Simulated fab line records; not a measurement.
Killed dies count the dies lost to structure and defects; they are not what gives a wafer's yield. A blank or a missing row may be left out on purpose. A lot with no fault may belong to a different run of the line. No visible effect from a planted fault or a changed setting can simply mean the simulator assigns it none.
Matching of chambers | flow gf180mcu | cmp-02 running GF_V5_CMP_04: 4 sister chambers
The step polishes SiO2. 4 wafers are shown with their chamber, then 7 later ones without.

== WAFERS WITH THEIR CHAMBER ==
wafer  | chamber | motor current A (A)
L911.1 | 3       | 12.8
L913.4 | 2       | 11.7
L914.1 | 0       | 12.6
L914.2 | 1       | 11.6

== WAFERS MISSING THEIR CHAMBER ==
wafer  | motor current A (A)
L914.3 | 12.9
L923.1 | 12.3
L923.3 | 12.4
L923.5 | 12.4
L926.3 | 11.5
L926.4 | 13.0
L926.5 | 12.7

== WHICH CHAMBER EACH WENT THROUGH ==
wafer  | from the rows above          | in truth
L914.3 | can't be placed: 3 or 0      | 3
L923.1 | can't be placed: 0 or 3 or 2 | 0
L923.3 | can't be placed: 0 or 3      | 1
L923.5 | can't be placed: 0 or 3      | 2
L926.3 | can't be placed: 1 or 2      | 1
L926.4 | can't be placed: 3 or 0      | 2
L926.5 | can't be placed: 0 or 3      | 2
Correctly placed: 0 of 7. Cannot be placed on the basis of these rows: 7; the candidates contain the true chamber in 3. Number placed wrongly: 0.
How it was worked out, from the rows above alone: a wafer's distance from a chamber is the root of the sum, over the readings, of the square of ((its reading less the chamber's mean) divided by the reading's scatter). The wafer belongs to the nearest chamber; if the next one is less than 2 further off, it can't be placed. The mean given for a chamber averages the wafers shown for that chamber. The scatter: root of mean squared gap, hidden wafer to nearest shown wafer, with one shown wafer a chamber.
